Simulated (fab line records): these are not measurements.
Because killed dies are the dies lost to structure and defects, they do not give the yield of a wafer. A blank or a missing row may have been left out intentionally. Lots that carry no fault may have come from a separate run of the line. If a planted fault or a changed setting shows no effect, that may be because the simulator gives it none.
Problem report, 8D (eight disciplines) form, completed by code ; flow sky130 ; the parts of the form that need people (team, actions taken, sign-off) are left out

1. WHAT WENT WRONG
At SKY_VIA3_SPUTTER_20, chamber pressure pa averages 4.390 Pa over 6 wafers from 2 lots, while fault-free wafers read 5.000 Pa, standard deviation 0.0095. Relative to the usual mean, that is a shift of -64 standard deviations.
The step: material TiN, target thk 20 nm, time 80 s.
First observed at day 42 14:49: wafer L638.1, on pvd sputter-01. Wafers with a number at this step in the record: 33, from 11 lots. Rule for "out", or "out of limits": more than 4 standard deviations from the usual mean. The other wafers with a number count as sound.

2. WHAT THIS IS AND IS NOT
question;is;is not
which readings at this step;chamber pressure pa;-
which lots;L638, L639;L629, L630, L631, L632, L646, L648, L650, L651, L652
which wafers of those lots;all that have a number;-
read on which tools;pvd sputter-01;pvd sputter-02, pvd sputter-04
when;from day 42 14:49;"up to then (12 sound wafers); but 15 sound wafers of L646, L648, L650, L651, L652 came after"

3. SUSPECTS, AND WHAT RULES EACH OUT
Counting: any tool at a process step up to the reading is kept as a suspect provided that every lot that is out went through it and no sound lot did after the first of them.
- pvd sputter-01 at SKY_VIA3_SPUTTER_20 (material TiN, target thk 20 nm, time 80 s): kept. Every lot that is out went through it, starting with L638 (day 42 14:49), and after that it ran no sound lot; the last sound lot it ran before then is L632 (day 41 01:29). On those wafers its own readings are out: chamber pressure pa.
The count leaves pvd sputter-01 at SKY_VIA3_SPUTTER_20.

4. THE CAUSE (what the simulator had put in)
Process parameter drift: pvd sputter-01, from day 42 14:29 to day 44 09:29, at SKY_VIA3_SPUTTER_20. From 5, the setting chamber pressure pa moved by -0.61. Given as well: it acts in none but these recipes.
After counting, this tool was the only one left.

5. THE CHAIN OF EFFECTS, in route order
Rows list readings where the struck wafers' mean (over those with a number) sits beyond 3 standard deviations from the usual. Only readings for which the record gives a usual standard deviation are gone through. hours: the time from each lot's start at the first step in this table that gives one to its start at this step, as a median over the lots. sigmas: the change in usual standard deviations.
hours;step;reading;usual;on struck wafers;change;sigmas
0;SKY_VIA3_SPUTTER_20;chamber pressure pa;5.000 Pa;4.390;-0.610;-64
The process steps in it:
- SKY_VIA3_SPUTTER_20: material TiN, target thk 20 nm, time 80 s.

6. WHAT WOULD HAVE CAUGHT IT SOONER
In this record no reading fell out of limits until day 42 14:49, 0 hours after the fault had begun at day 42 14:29.
